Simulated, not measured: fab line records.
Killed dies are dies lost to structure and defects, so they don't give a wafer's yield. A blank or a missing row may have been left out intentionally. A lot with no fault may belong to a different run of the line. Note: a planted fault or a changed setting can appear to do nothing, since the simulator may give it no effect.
fab line records | flow gf180mcu
record: lots: 12 wafers: 36 last_day: 34
route steps=602 shown MVSD@75 M1@315 V1@338
lots with no fault: from the same line, run without faults
start_h: hours from the record's first day to the start of the lot's first wafer shown | wait_h: how many hours have passed since the lot's step before this one | " the same as in the row above | L1.1+2: a row that stands for several wafers | - no value, or no start given | * or withheld: withheld | < > ~ a bound
route shown NAME@n: names a module that has steps shown in the file, with the first one's number in the route | usual: average and standard deviation across the fault-free wafers | same: alike in all rows | chamber/n: place in a boat | sites: readings site by site | _std_site: the values' standard deviation | _edge_site: mean of outer sites minus mean of inner sites | radius_mm: how far each site lies from the wafer's centre | mask NAME#n: copy n | behind: tool/chamber where the wafer was last shaped | hold: why the lot went on hold/how many hours it stayed there/how the hold came to an end | device: whichever transistor did not switch (one of n, p or np) | end of line: tests of these same wafers at the route's end | a step without rows: its recipe alone | killed: at the first sort, the dies lost to defects and structure; wafer yield is something else | map: the dies of a wafer, with x for killed, . for not killed, _ for no die there
set.NAME: setting as actually run; set.NAME@STEP: the setting as run at that earlier step | model.NAME: the simulator's own value behind a step, which no gauge read
route steps across a sampled set of lots; one table per step, one row per wafer
services: from which hour (start_h, from the record's first day; less than 0 if before it) a tool's chamber was out of use, for how many hours, and why
== steps ==
step: GF_MVSD_IMPLANT_09
recipe: species: P energy_kev: 100 dose_cm2: 5e+12 tilt_deg: 0
usual: beam_on_s: 10.01/0.19 dose_ions_cm2: 5e+12/5.5e+09 end_station_pressure_torr: 4.99e-06/2.7e-07 faraday_current_uA: 28.2/0.55
columns lot.wafer tool chamber start_h wait_h beam_on_s dose_ions_cm2 end_station_pressure_torr faraday_current_uA
L567.2 implanter-04 0 88.79 0.1 10.10 5.005e+12 4.97e-06 27.9
L567.3 " 0 " " 9.83 5.001e+12 4.81e-06 28.6
L567.4 " 0 " " 10.36 4.995e+12 5.09e-06 27.2
L568.1 implanter-03 0 89.11 0.1 10.18 4.993e+12 5.27e-06 27.6
L568.2 " 0 " " 10.16 5.007e+12 5.43e-06 27.8
L568.4 " 0 " " 10.18 5.004e+12 5.03e-06 27.7
L569.1 implanter-04 0 94.96 0.1 10.27 5.004e+12 4.65e-06 27.5
L569.2 " 0 " " 10.18 5.004e+12 4.88e-06 27.8
L569.6 " 0 " " 10.11 5.008e+12 5.08e-06 28.1
L570.1 implanter-02 0 100.60 2.5 10.11 4.999e+12 5.32e-06 27.8
L570.2 " 0 " " 10.13 5.008e+12 5.17e-06 27.9
L570.3 " 0 " " 10.08 5.005e+12 4.92e-06 27.8
L572.3 implanter-02 0 115.23 0.1 10.28 5.008e+12 5.05e-06 27.3
L572.5 " 0 " " 10.09 5e+12 4.6e-06 28.0
L572.6 " 0 " " 10.06 5.002e+12 5.21e-06 28.0
L573.2 implanter-04 0 123.90 0.1 9.85 5.001e+12 5.68e-06 28.7
L573.3 " 0 " " 10.06 4.994e+12 5.11e-06 28.2
L573.5 " 0 " " 10.02 5e+12 4.34e-06 28.1
L575.2 implanter-03 0 127.60 0.1 10.23 5.003e+12 4.8e-06 27.6
L575.5 " 0 " " 9.94 4.999e+12 5.54e-06 28.4
L575.6 " 0 " " 10.15 4.993e+12 5.24e-06 27.8
L579.1 implanter-04 0 150.89 0.1 10.00 4.93e+11 4.96e-06 2.8
L579.4 " 0 " " 10.28 5.04e+11 4.65e-06 2.7
L579.6 " 0 " " 10.13 4.98e+11 4.9e-06 2.8
L580.2 implanter-04 0 158.35 0.1 9.96 5.09e+11 5.38e-06 2.8
L580.3 " 0 " " 10.05 5.03e+11 4.95e-06 2.8
L580.5 " 0 " " 9.86 4.99e+11 4.85e-06 2.9
L586.2 implanter-03 0 194.68 0.1 9.84 4.996e+12 5.04e-06 28.7
L586.5 " 0 " " 10.04 4.996e+12 4.95e-06 28.2
L586.6 " 0 " " 10.30 4.996e+12 4.8e-06 27.4
L587.1 implanter-03 0 202.97 0.1 9.99 4.995e+12 4.81e-06 28.3
L587.3 " 0 " " 9.80 5e+12 5.12e-06 28.7
L587.4 " 0 " " 9.98 5.002e+12 5.21e-06 28.3
L590.1 implanter-02 0 216.04 0.1 9.95 5.005e+12 5.11e-06 28.4
L590.2 " 0 " " 10.03 5.009e+12 5.07e-06 28.2
L590.6 " 0 " " 10.07 5.001e+12 4.96e-06 28.0
step: GF_MVSD_TW_MEAS_11
usual: MVSD_TW: 1584/9.2
columns lot.wafer tool chamber start_h wait_h MVSD_TW
L567.2 film_metro-01 - 89.02 0.1 1584
L567.3 " - " " 1582
L567.4 " - " " 1593
L568.1 film_metro-02 - 89.36 0.1 1572
L568.2 " - " " 1572
L568.4 " - " " 1575
L569.1 film_metro-02 - 95.21 0.1 1567
L569.2 " - " " 1572
L569.6 " - " " 1570
L570.1 film_metro-02 - 100.85 0.1 1575
L570.2 " - " " 1577
L570.3 " - " " 1577
L572.3 film_metro-01 - 115.45 0.1 1586
L572.5 " - " " 1590
L572.6 " - " " 1580
L573.2 film_metro-04 - 124.14 0.1 1578
L573.3 " - " " 1574
L573.5 " - " " 1579
L575.2 film_metro-01 - 127.84 0.1 1594
L575.5 " - " " 1586
L575.6 " - " " 1587
L579.1 film_metro-04 - 151.14 0.1 1513
L579.4 " - " " 1511
L579.6 " - " " 1515
L580.2 film_metro-04 - 158.66 0.2 1519
L580.3 " - " " 1520
L580.5 " - " " 1509
L586.2 film_metro-01 - 194.92 0.1 1581
L586.5 " - " " 1592
L586.6 " - " " 1583
L587.1 film_metro-02 - 203.22 0.1 1581
L587.3 " - " " 1590
L587.4 " - " " 1580
L590.1 film_metro-01 - 216.29 0.1 1594
L590.2 " - " " 1595
L590.6 " - " " 1588
step: GF_VT_IMPLANT_RS_MEAS_46
recipe: thk_meas_gauge: four-point-probe
usual: MVSD_RS: 455.9/1.1
columns lot.wafer tool chamber start_h wait_h MVSD_RS[ohm/sq]
L567.2 film_metro-04 - 165.14 0.1 454.4
L567.3 " - " " 456.4
L567.4 " - " " 455.6
L568.1 film_metro-01 - 165.40 0.1 455.4
L568.2 " - " " 454.1
L568.4 " - " " 453.7
L569.1 film_metro-01 - 172.90 0.1 456.7
L569.2 " - " " 457.8
L569.6 " - " " 456.9
L570.1 film_metro-01 - 178.56 0.1 455.5
L570.2 " - " " 455.7
L570.3 " - " " 454.8
L572.3 film_metro-04 - 197.29 0.1 456.5
L572.5 " - " " 455.3
L572.6 " - " " 456.0
L573.2 film_metro-02 - 206.07 0.1 454.3
L573.3 " - " " 454.8
L573.5 " - " " 455.3
L575.2 film_metro-02 - 208.27 0.1 457.8
L575.5 " - " " 457.2
L575.6 " - " " 456.4
L579.1 film_metro-02 - 237.15 0.1 558.3
L579.4 " - " " 556.5
L579.6 " - " " 558.8
L580.2 film_metro-02 - 245.97 0.1 555.9
L580.3 " - " " 554.3
L580.5 " - " " 554.9
L586.2 film_metro-04 - 290.47 0.1 456.4
L586.5 " - " " 456.3
L586.6 " - " " 455.6
L587.1 film_metro-01 - 298.90 0.1 456.5
L587.3 " - " " 455.3
L587.4 " - " " 456.2
L590.1 film_metro-01 - 315.11 0.1 456.3
L590.2 " - " " 455.2
L590.6 " - " " 455.8
step: GF_M1_SPUTTER_00
recipe: material: Ti target_thk_nm: 37.5 arriving_ion_energy_ev: 80 substrate_temp_c: 200 chamber_pressure_pa: 2 power_w: 4000 time_s: 150
usual: substrate_temp_c: 200.00/0.15 throttle_valve_pct: 29.9/0.79
columns lot.wafer tool chamber start_h wait_h substrate_temp_c throttle_valve_pct
L567.2 pvd_sputter-02 - 376.68 0.1 199.95 30.1
L567.3 " - " " 199.87 30.8
L567.4 " - " " 200.18 30.6
L568.1 pvd_sputter-03 - 377.63 0.1 199.94 29.4
L568.2 " - " " 200.00 29.9
L568.4 " - " " 200.09 29.5
L569.1 pvd_sputter-02 - 385.53 0.1 199.83 30.2
L569.2 " - " " 200.00 28.5
L569.6 " - " " 199.94 28.6
L570.1 pvd_sputter-02 - 391.78 0.2 199.95 29.7
L570.2 " - " " 199.93 30.2
L570.3 " - " " 199.92 28.4
L572.3 pvd_sputter-03 - 418.12 0.2 199.85 31.2
L572.5 " - " " 200.11 29.5
L572.6 " - " " 199.95 31.2
L573.2 pvd_sputter-04 - 427.93 0.1 199.90 30.4
L573.3 " - " " 200.20 31.3
L573.5 " - " " 199.96 30.4
L575.2 pvd_sputter-02 - 433.89 0.1 200.30 30.5
L575.5 " - " " 199.99 30.0
L575.6 " - " " 200.09 30.5
L579.1 pvd_sputter-02 - 476.07 0.1 200.03 30.5
L579.4 " - " " 200.04 29.2
L579.6 " - " " 200.23 30.7
L580.2 pvd_sputter-02 - 483.97 0.1 199.82 30.3
L580.3 " - " " 199.87 29.8
L580.5 " - " " 199.85 28.5
L586.2 pvd_sputter-02 - 534.72 0.1 199.80 28.5
L586.5 " - " " 200.17 30.0
L586.6 " - " " 199.91 30.6
L587.1 pvd_sputter-02 - 544.02 0.1 200.27 30.0
L587.3 " - " " 200.36 30.7
L587.4 " - " " 199.84 28.6
L590.1 pvd_sputter-03 - 562.05 0.1 200.16 29.6
L590.2 " - " " 199.89 30.1
L590.6 " - " " 199.83 31.1
step: GF_V1_THK_MEAS_03
recipe: reads: SiO2_of_V1_CVD_02
usual: V1_CVD_02_THK: 846/11
columns lot.wafer tool chamber start_h wait_h V1_CVD_02_THK[nm]
L567.2 film_metro-03 - 401.37 0.0 831
L567.3 " - " " 837
L567.4 " - " " 838
L568.1 film_metro-04 - 402.12 0.0 833
L568.2 " - " " 841
L568.4 " - " " 854
L569.1 film_metro-01 - 409.93 0.0 838
L569.2 " - " " 835
L569.6 " - " " 847
L570.1 film_metro-01 - 415.86 0.0 848
L570.2 " - " " 843
L570.3 " - " " 854
L572.3 film_metro-01 - 443.69 0.1 824
L572.5 " - " " 857
L572.6 " - " " 841
L573.2 film_metro-04 - 454.36 0.0 839
L573.3 " - " " 838
L573.5 " - " " 850
L575.2 film_metro-03 - 460.42 0.0 833
L575.5 " - " " 851
L575.6 " - " " 849
L579.1 film_metro-03 - 501.54 0.0 828
L579.4 " - " " 846
L579.6 " - " " 844
L580.2 film_metro-04 - 508.43 0.0 841
L580.3 " - " " 839
L580.5 " - " " 855
L586.2 film_metro-04 - 558.54 0.0 840
L586.5 " - " " 856
L586.6 " - " " 847
L587.1 film_metro-03 - 568.01 0.0 833
L587.3 " - " " 844
L587.4 " - " " 842
L590.1 film_metro-04 - 584.78 0.0 846
L590.2 " - " " 852
L590.6 " - " " 866
step: GF_V1_CVD_23
recipe: material: W target_thk_nm: 350 time_s: 105.05 temp_c: 400 pressure_torr: 40
usual: heater_power_w: 778/37
columns lot.wafer tool chamber start_h wait_h heater_power_w
L567.2 cvd_w-02 0 426.85 0.0 783
L567.3 " 0 " " 829
L567.4 " 1 " " 739
L568.1 cvd_w-02 0 427.38 0.0 785
L568.2 " 1 " " 756
L568.4 " 0 " " 793
L569.1 cvd_w-02 0 435.12 0.0 789
L569.2 " 1 " " 756
L569.6 " 0 " " 794
L570.1 cvd_w-02 1 442.08 0.0 759
L570.2 " 0 " " 803
L570.3 " 1 " " 747
L572.3 cvd_w-01 1 469.25 0.1 827
L572.5 " 1 " " 831
L572.6 " 0 " " 711
L573.2 cvd_w-02 0 480.63 0.0 782
L573.3 " 0 " " 786
L573.5 " 0 " " 783
L575.2 cvd_w-02 0 485.96 0.0 787
L575.5 " 1 " " 765
L575.6 " 0 " " 798
L579.1 cvd_w-02 1 526.33 0.0 759
L579.4 " 1 " " 751
L579.6 " 0 " " 799
L580.2 cvd_w-02 0 532.65 0.0 812
L580.3 " 0 " " 778
L580.5 " 1 " " 748
L586.2 cvd_w-01 0 581.86 0.0 731
L586.5 " 1 " " 829
L586.6 " 0 " " 732
L587.1 cvd_w-02 1 590.74 0.0 770
L587.3 " 1 " " 759
L587.4 " 0 " " 813
L590.1 cvd_w-01 0 606.90 0.0 724
L590.2 " 1 " " 835
L590.6 " 0 " " 729
== services ==
columns tool chamber start_h hours kind
implanter-04 - 70.13 3.7 repair
implanter-03 - 117.46 2.0 repair
implanter-03 - 121.94 4.3 repair
implanter-03 - 139.54 2.5 repair
cvd_w-02 0 159.94 11.2 repair
implanter-04 - 176.15 6.6 pm
cvd_w-02 1 188.52 2.8 repair
pvd_sputter-02 - 201.21 3.7 repair
implanter-03 - 220.35 4.9 pm
implanter-04 - 246.87 8.5 repair
implanter-04 - 276.51 6.8 repair
implanter-04 - 282.00 5.5 repair
pvd_sputter-02 - 290.52 3.0 repair
implanter-03 - 293.04 2.6 repair
implanter-04 - 297.93 1.2 repair
implanter-04 - 298.33 2.4 repair
implanter-04 - 304.22 4.8 pm
pvd_sputter-02 - 349.09 4.2 repair
cvd_w-02 0 364.09 22.4 repair
cvd_w-02 - 390.00 14.0 pm
pvd_sputter-02 - 479.58 3.5 repair
pvd_sputter-02 - 500.48 1.1 repair
pvd_sputter-02 - 506.28 4.6 repair
implanter-04 - 601.83 2.7 pm
== key ==
first_sign: step: GF_MVSD_IMPLANT_09 reading: dose_ions_cm2 direction: down sigmas: 99+ usual: 5e+12 struck: 5.01e+11
effect: step: GF_MVSD_IMPLANT_09 reading: faraday_current_uA direction: down sigmas: 46 usual: 28.2 struck: 2.8
effect: step: GF_MVSD_TW_MEAS_11 reading: MVSD_TW direction: down sigmas: 7.6 usual: 1584 struck: 1514
effect: step: GF_VT_IMPLANT_RS_MEAS_46 reading: MVSD_RS direction: up sigmas: 89 usual: 455.9 struck: 556.5
met_at GF_MVSD_IMPLANT_09
struck_lots L579,L580
tester_left_out L579,L580
not_acting_at GF_M1_SPUTTER_00,GF_V1_THK_MEAS_03,GF_V1_CVD_23
onset_between 123.90 150.89
fault: kind: process_parameter_drift tool: implanter-04 chamber: - onset_h: 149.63 steps: GF_MVSD_IMPLANT_09 channel: dose_cm2 offset: -4.5e+12 shape: step end_h: 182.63 acts_in: these_recipes_only stated: 5e+12
tester_left_out: of these lots the tester's yield and bins aren't shown, on N5 and GAA mostly nor the transistor test; their killed dies are dies lost to structure and defects alone, not to doping, threshold or leakage, so they don't give the yield
